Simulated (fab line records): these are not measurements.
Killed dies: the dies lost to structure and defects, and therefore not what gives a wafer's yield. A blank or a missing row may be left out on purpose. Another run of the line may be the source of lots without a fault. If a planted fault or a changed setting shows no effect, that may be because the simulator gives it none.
Code-filled problem report in 8D (eight disciplines) form + flow gf180mcu + the parts of the form that need people (team, actions taken, sign-off) are left out

## 1. PROBLEM STATEMENT
Wafers without a fault read 89.26 s, standard deviation 0.12; run_length_s at GF_POLY_GATE_SOFTBAKE_06 reads a mean of 93.05 s on 6 wafers belonging to 2 lots. Measured from the usual mean, that is +32 standard deviations.
The step: time 60 s.
Earliest sighting: wafer L760.2 on litho_track-03 at day 11 14:00. At this step, 42 wafers from 14 lots have a number in the record. The rule behind "out" and "out of limits": a value lying over 4 standard deviations away from the usual mean. Any other wafer with a number is counted as sound.

## 2. WHAT IT IS AND WHAT IT IS NOT
| question                    | is                     | is not                                                                                                   |
|-----------------------------|------------------------|----------------------------------------------------------------------------------------------------------|
| which readings at this step | run_length_s           | resist_line_temp_C                                                                                       |
| which lots                  | L760, L761             | L752, L753, L754, L755, L756, L766, L768, L769, L770, L772, L773, L774                                   |
| which wafers of those lots  | all that have a number | -                                                                                                        |
| read on which tools         | litho_track-03         | litho_track-01, litho_track-02                                                                           |
| when                        | from day 11 14:00      | up to then (15 sound wafers); but 21 sound wafers of L766, L768, L769, L770, L772, L773, L774 came after |

## 3. THE SUSPECTS, EACH WITH WHAT RULES IT OUT
Counting: a tool at a process step up to the reading stays a suspect if it ran every lot that is out and no sound lot after the first of them.
- litho_track-03 at GF_POLY_GATE_SOFTBAKE_06 (time 60 s): ruled out as a lasting fault. Following L760 (day 11 14:00), the first lot on it that is out, the sound lots L772, L773 were run on it.
Left after counting: nothing in the record.

## 4. THE CAUSE (what the simulator had put in)
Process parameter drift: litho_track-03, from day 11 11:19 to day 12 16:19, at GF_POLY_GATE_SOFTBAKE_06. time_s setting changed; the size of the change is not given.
Counting ruled it out, wrongly.

## 5. SEQUENCE OF EFFECTS, ordered by route
One row per reading whose mean, taken over the struck wafers that have a number, lies over 3 standard deviations from the usual. Only readings for which the record gives a usual standard deviation are gone through. hours: the time from each lot's start at the first step in this table that gives one to its start at this step, as a median over the lots. sigmas: the change in usual standard deviations.
| hours | step                     | reading      | usual   | on struck wafers | change | sigmas |
|-------|--------------------------|--------------|---------|------------------|--------|--------|
| 0     | GF_POLY_GATE_SOFTBAKE_06 | run_length_s | 89.26 s | 93.05            | +3.78  | +32    |
It contains these process steps:
- GF_POLY_GATE_SOFTBAKE_06: time 60 s.
At these later measuring or inspecting steps, every struck wafer for which the step has a row has a number for every such reading, and none has moved that far: GF_NSD_TW_MEAS_12.

## 6. WHAT WOULD HAVE CAUGHT IT SOONER
3 hours passed between the start of the fault at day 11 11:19 and the first reading out of limits in this record, taken at day 11 14:00.
